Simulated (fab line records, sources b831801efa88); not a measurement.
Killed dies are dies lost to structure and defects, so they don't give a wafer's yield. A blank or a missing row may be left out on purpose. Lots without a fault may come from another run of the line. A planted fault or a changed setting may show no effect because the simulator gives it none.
A struck lot beside a sound one | flow sky130 | 14 steps out of a route of 708
Sound: wafers L946.2, L946.3, L946.5. Struck: wafers L960.4, L960.5, L960.6. The cause comes at the end.
At each step with rows: each side's tool, then ch and its chambers, then its first start. Under that, the readings that differ: sound wafers | struck wafers | difference of the means | sigmas: that difference in standard deviations of wafers without a fault.
alike: readings whose means differ by less than 2 such deviations, and words and numbers that are the same on both sides. not compared: withheld readings, readings that some wafer has no value for, bounds like >300 that may hide the same value, and numbers for which the record gives no deviation and whose values overlap.
The two part at a step that has a row with sigmas, a row that says differs or no value, or rows on one side only. Numbers that don't overlap but have no deviation are shown without sigmas and don't part them. A reading that every wafer of one side lacks parts them only if that side has two wafers or more.

first, 1 step without rows for these wafers: SKY_LDD_LDN_IMPLANT_11.
SKY_LDD_LDN_STRIP_12: strips in O2/N2.
  sound on plasma_asher-03 ch 0,1, day 24 23:07; struck on plasma_asher-04 ch 0,1, day 29 18:50
  alike: chamber_pressure_mTorr, drypump_motor_current_A, oes_product_au, strip_time_to_endpoint_s
  not compared: rf_hours_counter_h
SKY_LDD_LDN_TW_MEAS_13:
  sound on film_metro-01, day 24 23:13; struck on film_metro-02, day 29 18:56
  alike: LDD_LDN_TW
then, 2 steps without rows for these wafers: SKY_LDD_LDN_CLEAN_14 (cleans in SC1/SC2, time 150 s); SKY_SPACER_CVD_00 (deposits Si3N4 from DCS/NH3, target thk 43.1 nm, time 740 s).
SKY_SPACER_THK_MEAS_01:
  sound on film_metro-02, day 25 00:32; struck on film_metro-04, day 29 20:15
  alike: SPACER_CVD_00_THK
SKY_SPACER_ETCHBACK_02: etches Si3N4 in CH3F/O2, stops on SiO2, time 46.7 s, target depth 45 nm.
  sound on rie_diel-01 ch 0,1,2, day 25 00:35; struck on rie_diel-03 ch 0,1,3, day 29 20:17
  alike: chamber_pressure_mTorr, drypump_motor_current_A, oes_product_au, throttle_valve_pct
  not compared: rf_hours_counter_h
then, 5 steps without rows for these wafers: SKY_POLY_CUT_DEHYDRATE_00 (time 60 s); SKY_POLY_CUT_HMDS_01 (prime time 60 s); SKY_POLY_CUT_COAT_02 (resist thk 60 nm); SKY_POLY_CUT_COAT_03 (resist thk 450 nm); SKY_POLY_CUT_SOFTBAKE_04 (time 90 s).
SKY_POLY_CUT_EXPOSE_05: exposes mask NPCM, target cd 270 nm.
  sound on krf_scanner-02 ch 0, day 25 14:27; struck on krf_scanner-02, day 30 10:26
  no value came back on the struck wafers for exposure_dose_mJ_cm2, focus_offset_nm (nm); on the sound wafers exposure_dose_mJ_cm2 reads 31.97 31.98 31.98
  alike: mask
then, 1 step without rows for these wafers: SKY_POLY_CUT_PEB_06.

WHERE THEY PART
Only at SKY_POLY_CUT_EXPOSE_05, within this record.

WHY: what the simulator had put in
Skipped step whole: krf_scanner-02, from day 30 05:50 on, at SKY_POLY_CUT_EXPOSE_05. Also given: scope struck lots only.
